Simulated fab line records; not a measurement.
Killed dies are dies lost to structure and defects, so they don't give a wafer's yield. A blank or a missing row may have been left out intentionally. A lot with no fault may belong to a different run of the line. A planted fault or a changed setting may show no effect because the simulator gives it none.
Matching of chambers || flow sky130 || SKY_POLY_GATE_ETCH_17 on rie_si-01: 4 sister chambers
The step etches poly-Si in HBr/Cl2, stops on SiO2, target depth 180 nm, time 70.5 s. 4 wafers are shown with their chamber, then 7 later ones without.

== WAFERS, EACH WITH ITS CHAMBER ==
{"wafer": "L106.4", "chamber": 3, "drypump_motor_current_A (A)": 6.0}
{"wafer": "L107.1", "chamber": 0, "drypump_motor_current_A (A)": 6.0}
{"wafer": "L109.1", "chamber": 1, "drypump_motor_current_A (A)": 5.9}
{"wafer": "L109.2", "chamber": 2, "drypump_motor_current_A (A)": 5.6}

== WAFERS WITH NO CHAMBER GIVEN ==
{"wafer": "L109.6", "drypump_motor_current_A (A)": 5.6}
{"wafer": "L114.1", "drypump_motor_current_A (A)": 5.9}
{"wafer": "L114.2", "drypump_motor_current_A (A)": 5.6}
{"wafer": "L114.5", "drypump_motor_current_A (A)": 5.9}
{"wafer": "L116.2", "drypump_motor_current_A (A)": 6.1}
{"wafer": "L116.3", "drypump_motor_current_A (A)": 6.1}
{"wafer": "L116.5", "drypump_motor_current_A (A)": 6.1}

== CHAMBER TAKEN BY EACH ==
{"wafer": "L109.6", "from the rows above": 2, "in truth": 2}
{"wafer": "L114.1", "from the rows above": "can't be placed: 1 or 0 or 3", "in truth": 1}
{"wafer": "L114.2", "from the rows above": 2, "in truth": 2}
{"wafer": "L114.5", "from the rows above": "can't be placed: 1 or 0 or 3", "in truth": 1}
{"wafer": "L116.2", "from the rows above": "can't be placed: 0 or 3 or 1", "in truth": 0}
{"wafer": "L116.3", "from the rows above": "can't be placed: 0 or 3 or 1", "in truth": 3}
{"wafer": "L116.5", "from the rows above": "can't be placed: 0 or 3 or 1", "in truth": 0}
Correctly placed: 2 of 7. Cannot be placed on the basis of these rows: 5; the candidates contain the true chamber in 5. Wrongly placed: 0.
How it was worked out, from the rows above alone: a wafer's distance from a chamber is the root of the sum, over the readings, of the square of ((its reading less the chamber's mean) divided by the reading's scatter). The wafer belongs to the nearest chamber; if the next one is less than 2 further off, it can't be placed. Each chamber's mean is taken over the wafers shown for it. The scatter: root of mean squared gap, hidden wafer to nearest shown wafer, with one shown wafer a chamber.
